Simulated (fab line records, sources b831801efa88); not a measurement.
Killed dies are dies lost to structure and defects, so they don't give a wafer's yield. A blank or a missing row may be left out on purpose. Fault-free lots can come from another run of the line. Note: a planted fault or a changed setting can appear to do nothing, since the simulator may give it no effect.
Problem report in the 8D (eight disciplines) form, filled by code ; flow sky130 ; the parts of the form that need people (team, actions taken, sign-off) are left out

## 1. THE PROBLEM
SD_N_TW at SKY_SD_N_TW_MEAS_12 reads a mean of 30 on 5 wafers of 2 lots; wafers without a fault read 3972 with a standard deviation of 33. So: -99 or more standard deviations from the usual mean.
Earliest sighting: wafer L775.3 on film-metro-04 at day 32 18:43. At this step, 42 wafers from 14 lots have a number in the record. Rule for "out" (also "out of limits"): further than 4 standard deviations from the usual mean. The other wafers with a number count as sound.

## 2. WHAT IT IS, AND WHAT IT ISN'T
question;is;is not
which readings at this step;SD_N_TW;-
which lots;L775, L776;L760, L761, L764, L766, L767, L768, L770, L778, L779, L780, L781, L782
which wafers of those lots;L775.3, L775.4, L775.5, L776.3, L776.5;L776.2
read on which gauges;film-metro-04;film-metro-02, film-metro-03
when;from day 32 18:43;"up to then (21 sound wafers); but 16 sound wafers of L776, L778, L779, L780, L781, L782 came after"

## 3. THE SUSPECTS, EACH WITH WHAT RULES IT OUT
Counting: if a tool at a process step up to the reading ran every lot that is out, it stays a suspect. Sound lots after the first of them don't rule it out here, since some wafers of a struck lot are sound.
- the gauge at SKY_SD_N_TW_MEAS_12: kept. All the wafers that are out were read on film-metro-04, and no step on other tools shows them out.
- plasma-asher-04 at SKY_LDD_LDN_STRIP_12 (strips in O2/N2): kept. Every lot that is out went through it, the first being L775 (day 28 01:35); the last sound lot it ran before that was L770 (day 26 17:47).
- litho-track-04 at SKY_SD_N_DEVELOP_06 (develop time 60 s): kept. Every lot that is out went through it, the first being L775 (day 32 18:02); the last sound lot it ran before that was L767 (day 30 15:31).
Still standing after the count: plasma-asher-04 at SKY_LDD_LDN_STRIP_12, litho-track-04 at SKY_SD_N_DEVELOP_06, film-metro-04 at SKY_SD_N_TW_MEAS_12.

## 4. THE CAUSE (what the simulator had put in)
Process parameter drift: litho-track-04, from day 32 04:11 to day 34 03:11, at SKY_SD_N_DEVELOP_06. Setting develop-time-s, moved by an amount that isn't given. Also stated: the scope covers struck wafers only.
Counting leaves 3 suspects; this tool is one of them.

## 5. THE CHAIN OF EFFECTS, in route order
Each row: a reading whose mean over the struck wafers that have a number lies more than 3 standard deviations from the usual. Readings are gone through only where the record gives a usual standard deviation; hours: the median, over the lots, of the time from a lot's start at the first step in this table giving one to that lot's start at this step; sigmas: the change measured in usual standard deviations.
hours;step;reading;usual;on struck wafers;change;sigmas
0;SKY_SD_N_TW_MEAS_12;SD_N_TW;3972;30;-3942;-99 or more
Readings that are blank on the struck wafers while sound wafers have them: cd-nm at SKY_SD_N_CD_MEAS_07; SD_N_OVL at SKY_SD_N_OVL_MEAS_08.

## 6. HOW IT WOULD HAVE BEEN CAUGHT EARLIER
The first out-of-limits reading at a measuring or inspecting step in this record came at day 32 18:43, 15 hours after the fault's start at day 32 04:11.
Between SKY_SD_N_DEVELOP_06 and SKY_SD_N_TW_MEAS_12, SKY_SD_N_CD_MEAS_07 gave no cd-nm and SKY_SD_N_OVL_MEAS_08 gave no SD_N_OVL on the struck wafers, where sound wafers have one: a measuring or inspecting step that comes back empty is itself a sign.
Lots out: 2; of these, L776 started SKY_SD_N_DEVELOP_06 on litho-track-04 after day 32 18:43. Putting the tool on hold at that point would have spared it.
